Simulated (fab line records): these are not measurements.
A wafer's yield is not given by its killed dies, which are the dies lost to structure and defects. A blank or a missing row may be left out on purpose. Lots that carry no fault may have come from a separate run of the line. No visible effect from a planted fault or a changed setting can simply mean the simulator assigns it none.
Split-lot trial :: flow sky130 :: on a route of 708 steps: 5 lots, 23 wafers read

## THE SPLIT
At SKY_CONTACT_CVD_24 (deposits W, target thk 340 nm, time 102.12 s), the setting pressure_torr was moved away from the recipe's 40 Torr on 15 of the 23 wafers read, by -9.3% to -7.7%. This setting was run at the recipe's value on the other wafers.

The split's own step is where the reading is taken.

## THE READING
W_of_CONTACT_CVD_24.thk_nm (the simulator's own value, which no gauge read), in nm, at SKY_CONTACT_CVD_24 (deposits W, target thk 340 nm, time 102.12 s). There is no usual value for it anywhere in the file. Across the 8 wafers here that went through the recipe, the average is 338.7 nm and the standard deviation 4.6 nm.

wafer: L079.1
tool, chamber at the split: cvd_w-01, 0
pressure_torr as run, Torr: 36.49
against the recipe: -8.8%
W_of_CONTACT_CVD_24.thk_nm, nm: 325.7
against lot-mates on the recipe: no lot-mate on the recipe

wafer: L079.2
tool, chamber at the split: cvd_w-01, 1
pressure_torr as run, Torr: 36.49
against the recipe: -8.8%
W_of_CONTACT_CVD_24.thk_nm, nm: 324.6
against lot-mates on the recipe: no lot-mate on the recipe

wafer: L079.3
tool, chamber at the split: cvd_w-01, 1
pressure_torr as run, Torr: 36.49
against the recipe: -8.8%
W_of_CONTACT_CVD_24.thk_nm, nm: 326.4
against lot-mates on the recipe: no lot-mate on the recipe

wafer: L079.4
tool, chamber at the split: cvd_w-01, 0
pressure_torr as run, Torr: 36.49
against the recipe: -8.8%
W_of_CONTACT_CVD_24.thk_nm, nm: 318.3
against lot-mates on the recipe: no lot-mate on the recipe

wafer: L079.6
tool, chamber at the split: cvd_w-01, 0
pressure_torr as run, Torr: 36.49
against the recipe: -8.8%
W_of_CONTACT_CVD_24.thk_nm, nm: 322.6
against lot-mates on the recipe: no lot-mate on the recipe

wafer: L077.1
tool, chamber at the split: cvd_w-01, 0
pressure_torr as run, Torr: 36.3
against the recipe: -9.3%
W_of_CONTACT_CVD_24.thk_nm, nm: 318.7
against lot-mates on the recipe: no lot-mate on the recipe

wafer: L077.2
tool, chamber at the split: cvd_w-01, 1
pressure_torr as run, Torr: 36.3
against the recipe: -9.3%
W_of_CONTACT_CVD_24.thk_nm, nm: 324.8
against lot-mates on the recipe: no lot-mate on the recipe

wafer: L077.3
tool, chamber at the split: cvd_w-01, 1
pressure_torr as run, Torr: 36.3
against the recipe: -9.3%
W_of_CONTACT_CVD_24.thk_nm, nm: 320.7
against lot-mates on the recipe: no lot-mate on the recipe

wafer: L077.5
tool, chamber at the split: cvd_w-01, 0
pressure_torr as run, Torr: 36.3
against the recipe: -9.3%
W_of_CONTACT_CVD_24.thk_nm, nm: 319.9
against lot-mates on the recipe: no lot-mate on the recipe

wafer: L077.6
tool, chamber at the split: cvd_w-01, 1
pressure_torr as run, Torr: 36.3
against the recipe: -9.3%
W_of_CONTACT_CVD_24.thk_nm, nm: 322
against lot-mates on the recipe: no lot-mate on the recipe

wafer: L080.1
tool, chamber at the split: cvd_w-02, 1
pressure_torr as run, Torr: 40
against the recipe: recipe
W_of_CONTACT_CVD_24.thk_nm, nm: 334.7
against lot-mates on the recipe: -

wafer: L080.2
tool, chamber at the split: cvd_w-02, 0
pressure_torr as run, Torr: 40
against the recipe: recipe
W_of_CONTACT_CVD_24.thk_nm, nm: 338.8
against lot-mates on the recipe: -

wafer: L080.4
tool, chamber at the split: cvd_w-02, 0
pressure_torr as run, Torr: 40
against the recipe: recipe
W_of_CONTACT_CVD_24.thk_nm, nm: 338.6
against lot-mates on the recipe: -

wafer: L080.5
tool, chamber at the split: cvd_w-02, 0
pressure_torr as run, Torr: 40
against the recipe: recipe
W_of_CONTACT_CVD_24.thk_nm, nm: 336.3
against lot-mates on the recipe: -

wafer: L080.6
tool, chamber at the split: cvd_w-02, 1
pressure_torr as run, Torr: 40
against the recipe: recipe
W_of_CONTACT_CVD_24.thk_nm, nm: 333.2
against lot-mates on the recipe: -

wafer: L084.1
tool, chamber at the split: cvd_w-01, 1
pressure_torr as run, Torr: 36.91
against the recipe: -7.7%
W_of_CONTACT_CVD_24.thk_nm, nm: 326
against lot-mates on the recipe: no lot-mate on the recipe

wafer: L084.3
tool, chamber at the split: cvd_w-01, 0
pressure_torr as run, Torr: 36.91
against the recipe: -7.7%
W_of_CONTACT_CVD_24.thk_nm, nm: 321.4
against lot-mates on the recipe: no lot-mate on the recipe

wafer: L084.4
tool, chamber at the split: cvd_w-01, 1
pressure_torr as run, Torr: 36.91
against the recipe: -7.7%
W_of_CONTACT_CVD_24.thk_nm, nm: 331.9
against lot-mates on the recipe: no lot-mate on the recipe

wafer: L084.5
tool, chamber at the split: cvd_w-01, 0
pressure_torr as run, Torr: 36.91
against the recipe: -7.7%
W_of_CONTACT_CVD_24.thk_nm, nm: 325.3
against lot-mates on the recipe: no lot-mate on the recipe

wafer: L084.6
tool, chamber at the split: cvd_w-01, 1
pressure_torr as run, Torr: 36.91
against the recipe: -7.7%
W_of_CONTACT_CVD_24.thk_nm, nm: 326.1
against lot-mates on the recipe: no lot-mate on the recipe

wafer: L085.3
tool, chamber at the split: cvd_w-02, 1
pressure_torr as run, Torr: 40
against the recipe: recipe
W_of_CONTACT_CVD_24.thk_nm, nm: 335.9
against lot-mates on the recipe: -

wafer: L085.4
tool, chamber at the split: cvd_w-02, 0
pressure_torr as run, Torr: 40
against the recipe: recipe
W_of_CONTACT_CVD_24.thk_nm, nm: 346.3
against lot-mates on the recipe: -

wafer: L085.5
tool, chamber at the split: cvd_w-02, 0
pressure_torr as run, Torr: 40
against the recipe: recipe
W_of_CONTACT_CVD_24.thk_nm, nm: 346
against lot-mates on the recipe: -

THE FIT
A straight line over all 23 wafers: W_of_CONTACT_CVD_24.thk_nm changes by +1.78 nm for each +1% of pressure_torr; r = +0.90; the points scatter about the line by 3.8 nm.
Too few moved wafers with a lot-mate on the recipe to fit a line net of each lot's own level.

## THE FILE'S OWN FIT
W_of_CONTACT_CVD_24.thk_nm changes by +1.78 nm for each +1% of pressure_torr, r = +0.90.
